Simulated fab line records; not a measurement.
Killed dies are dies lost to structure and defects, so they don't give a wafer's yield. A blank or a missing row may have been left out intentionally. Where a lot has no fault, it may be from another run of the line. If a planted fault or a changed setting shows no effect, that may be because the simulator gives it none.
Which tool was responsible? + flow sky130 + 6 lots, 18 wafers sampled, at 4 steps of a route of 708

## WHAT EACH GAUGE READ, for each wafer
SKY_POLY_GATE_THK_MEAS_21.
| lot  | measured     | on           | POLY_GATE_OXIDATION_THK (nm) |
|------|--------------|--------------|------------------------------|
| L643 | day 16 17:39 | filmMetro-03 | 4.03 3.96 4.03               |
| L649 | day 19 12:35 | filmMetro-03 | 6.39 6.50 6.42               |
| L658 | day 22 03:45 | filmMetro-01 | 3.91 3.92 4.01               |
| L660 | day 23 18:00 | filmMetro-02 | 3.93 3.88 3.87               |
| L662 | day 24 06:49 | filmMetro-01 | 3.86 3.85 3.89               |
| L664 | day 24 10:24 | filmMetro-01 | 3.78 3.92 3.88               |

## TOOL THAT RAN EACH LOT (tool first, then ch and the chambers of the sampled wafers, then the start)
| lot  | SKY_NWELL_STRIP_25                  | SKY_SONOS_ONO_ETCH_15             | SKY_POLY_GATE_OXIDATION_20                                      |
|------|-------------------------------------|-----------------------------------|-----------------------------------------------------------------|
| L643 | plasmaAsher-01 ch 0,1, day 5 16:09  | rieDiel-03 ch 0,1, day 12 22:44   | furnace-01 ch 0, day 16 16:23                                   |
| L649 | plasmaAsher-04 ch 0,1, day 7 07:14  | rieDiel-03 ch 0,3, day 15 07:03   | furnace-01 ch 0, day 19 09:52 and furnace-02 ch 0, day 19 11:17 |
| L658 | plasmaAsher-02 ch 0,1, day 9 06:15  | rieDiel-02 ch 0,1,3, day 17 23:48 | furnace-01 ch 0, day 22 02:28                                   |
| L660 | plasmaAsher-01 ch 0,1, day 10 12:46 | rieDiel-03 ch 0,1, day 19 14:48   | furnace-01 ch 0, day 23 16:41                                   |
| L662 | plasmaAsher-02 ch 0,1, day 10 20:29 | rieDiel-03 ch 0,1,3, day 20 03:24 | furnace-01 ch 0, day 24 05:34                                   |
| L664 | plasmaAsher-02 ch 0,1, day 10 23:43 | rieDiel-01 ch 0,1, day 20 05:09   | furnace-01 ch 0, day 24 09:08                                   |
- SKY_NWELL_STRIP_25: strips in O2/N2.
- SKY_SONOS_ONO_ETCH_15: etches the open film in CHF3/O2, target depth 19.52 nm, time 7.8 s.
- SKY_POLY_GATE_OXIDATION_20: stabilise 600 s, purge 300 s, target thk 4 nm.

## THE ANSWER, worked out from the rows above alone
Rule: usual is defined by the lots themselves. The widest of any qualifying gaps counts: lots, ordered by their means at a reading, are off when they make up no more than a third of the lots, leave a main group of 4 or more, and stand apart from it by 3 or more times the standard deviation of that group's means. A main group whose means are all the same, to the digits that the tables above print for the reading, isn't used. Also off: a lot with no number at a reading for which 4 or more lots have one. All remaining lots with rows at the step are treated as sound.
Off: at SKY_POLY_GATE_THK_MEAS_21 (POLY_GATE_OXIDATION_THK), L649. The main group has a mean of 3.91 nm with a standard deviation of 0.055.
A tool fits if, at a process step before that reading, it ran every lot that is off, and no sound lot after the first of them. The gauges at SKY_POLY_GATE_THK_MEAS_21 are tried like those tools. Can't be told from this: 3 tools fit, plasmaAsher-04 at SKY_NWELL_STRIP_25, furnace-02 at SKY_POLY_GATE_OXIDATION_20, filmMetro-03 at SKY_POLY_GATE_THK_MEAS_21.

## WHAT THE SIMULATOR HAD PUT IN
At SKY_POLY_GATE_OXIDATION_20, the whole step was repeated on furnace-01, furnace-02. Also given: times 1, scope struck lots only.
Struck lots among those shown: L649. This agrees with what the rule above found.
